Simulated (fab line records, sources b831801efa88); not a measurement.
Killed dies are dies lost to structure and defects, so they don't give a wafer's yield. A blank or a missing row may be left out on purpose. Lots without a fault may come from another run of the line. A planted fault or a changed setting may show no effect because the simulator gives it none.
A struck lot beside a sound one | flow sky130 | 14 steps out of a route of 708
Sound: wafers L566.1, L566.4, L566.6. Struck: wafers L568.1, L568.3, L568.4. The cause comes at the end.
At each step with rows: each side's tool, then ch and its chambers, then its first start. Under that, the readings that differ: sound wafers | struck wafers | difference of the means | sigmas: that difference in standard deviations of wafers without a fault.
alike: readings whose means differ by less than 2 such deviations, and words and numbers that are the same on both sides. not compared: withheld readings, readings that some wafer has no value for, bounds like >300 that may hide the same value, and numbers for which the record gives no deviation and whose values overlap.
The two part at a step that has a row with sigmas, a row that says differs or no value, or rows on one side only. Numbers that don't overlap but have no deviation are shown without sigmas and don't part them. A reading that every wafer of one side lacks parts them only if that side has two wafers or more.

first, 2 steps without rows for these wafers: SKY_RES_PROTECT_DEVELOP_06 (develop time 60 s); SKY_POLY_GATE_IMPLANT_02.
SKY_RES_PROTECT_STRIP_07: strips in O2/N2.
  sound on plasma_asher-02 ch 1, day 19 13:38; struck on plasma_asher-01 ch 0,1, day 20 10:48
  alike: drypump_motor_current_A, oes_product_au, strip_time_to_endpoint_s
  not compared: rf_hours_counter_h
SKY_RES_PROTECT_TW_MEAS_08:
  sound on film_metro-03, day 19 13:44; struck on film_metro-01, day 20 10:54
  reading      | sound          | struck         | difference | sigmas
  POLY_GATE_TW | 3951 3960 3958 | 4034 4032 4039 | +79        | +2
then, 2 steps without rows for these wafers: SKY_RES_PROTECT_CLEAN_09 (cleans in SC1/SC2, time 150 s); SKY_POLY_GATE_CVD_03 (deposits Si3N4 from DCS/NH3, target thk 75 nm, time 1290 s).
SKY_POLY_GATE_THK_MEAS_04:
  sound on film_metro-02, day 19 16:07; struck on film_metro-04, day 20 12:22
  alike: POLY_GATE_CVD_03_THK
then, 5 steps without rows for these wafers: SKY_POLY_GATE_DEHYDRATE_05 (time 60 s); SKY_POLY_GATE_HMDS_06 (prime time 60 s); SKY_POLY_GATE_COAT_07 (resist thk 110 nm); SKY_POLY_GATE_COAT_08 (resist thk 450 nm); SKY_POLY_GATE_SOFTBAKE_09 (time 90 s).
SKY_POLY_GATE_EXPOSE_10: exposes mask P1M, target cd 150 nm.
  sound on krf_scanner-02 ch 0, day 20 08:23; struck on krf_scanner-02, day 21 03:48
  no value came back on the struck wafers for exposure_dose_mJ_cm2, focus_offset_nm (nm), stage_vel_mm_s (mm/s); on the sound wafers exposure_dose_mJ_cm2 reads 27.96 27.93 27.95
  alike: mask
then, 1 step without rows for these wafers: SKY_POLY_GATE_PEB_11.

WHERE THEY PART
First at SKY_RES_PROTECT_TW_MEAS_08; last, within this record, at SKY_POLY_GATE_EXPOSE_10.

WHY: what the simulator had put in
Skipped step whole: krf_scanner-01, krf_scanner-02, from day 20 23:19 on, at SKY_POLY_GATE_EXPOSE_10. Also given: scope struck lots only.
